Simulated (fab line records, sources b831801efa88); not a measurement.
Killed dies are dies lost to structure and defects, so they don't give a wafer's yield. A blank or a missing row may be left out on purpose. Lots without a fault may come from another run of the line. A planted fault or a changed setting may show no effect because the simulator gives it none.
Chamber matching | flow gf180mcu | GF_STI_CMP_25 on cmp-02: 4 sister chambers
The step polishes, stops on Si3N4, t overpolish 33 s, target thk 524.6 nm. 14 wafers are shown with their chamber, then 7 later ones without.

WAFERS WITH THEIR CHAMBER
wafer  | chamber | motor_current_A (A) | edge_zone_pressure_frac | time_to_endpoint_s (s)
L314.1 | 3       | 10.8                | 1.001                   | 121
L314.4 | 2       | 12.3                | 1.001                   | 119
L314.5 | 1       | 12.4                | 1.002                   | 115
L316.2 | 1       | 11.8                | 1.000                   | 124
L316.3 | 2       | 13.2                | 1.006                   | 130
L316.6 | 3       | 11.4                | 0.999                   | 126
L317.1 | 1       | 12.0                | 0.999                   | 123
L317.3 | 0       | 10.1                | 1.002                   | 123
L317.4 | 3       | 10.8                | 0.994                   | 125
L326.2 | 3       | 11.0                | 1.009                   | 101
L327.3 | 2       | 13.2                | 1.005                   | 102
L327.6 | 2       | 13.3                | 1.002                   | 103
L333.1 | 2       | 12.7                | 1.001                   | 127
L333.2 | 1       | 12.1                | 0.997                   | 127

SIGNATURES (means of the wafers above)
reading                 | chamber 0 | chamber 1 | chamber 2 | chamber 3 | scatter within a chamber
motor_current_A         | 10.100    | 12.075    | 12.940    | 11.000    | 0.341
edge_zone_pressure_frac | 1.00200   | 0.99950   | 1.00300   | 1.00075   | 0.0039
time_to_endpoint_s      | 123.00    | 122.25    | 116.20    | 118.25    | 10.9
Rule: a wafer's distance from a chamber is the root of the sum, over the readings, of the square of ((its reading less the chamber's mean) divided by the reading's scatter). The wafer belongs to the nearest chamber; if the next one is less than 2 further off, it can't be placed. The scatter: the root of (the sum of the squares of (reading less its chamber's mean) over the shown wafers, divided by (wafers less chambers)).

WAFERS WITHOUT THEIR CHAMBER
wafer  | motor_current_A (A) | edge_zone_pressure_frac | time_to_endpoint_s (s)
L333.5 | 10.8                | 0.992                   | 125
L335.2 | 10.7                | 1.002                   | 131
L335.5 | 12.4                | 0.998                   | 129
L335.6 | 10.9                | 1.002                   | 128
L336.1 | 11.6                | 1.000                   | 126
L336.2 | 11.8                | 0.993                   | 123
L336.3 | 12.7                | 0.993                   | 129

WHICH CHAMBER EACH WENT THROUGH
wafer  | from the rows above          | in truth
L333.5 | can't be placed: 3 or 0 or 1 | 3
L335.2 | can't be placed: 3 or 0      | 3
L335.5 | can't be placed: 1 or 2      | 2
L335.6 | can't be placed: 3 or 0      | 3
L336.1 | can't be placed: 1 or 3      | 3
L336.2 | can't be placed: 1 or 3      | 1
L336.3 | can't be placed: 1 or 2      | 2
Placed correctly: 0 of 7. Can't be placed from these rows: 7 (the true chamber is among the candidates in 7). Placed wrongly: 0.
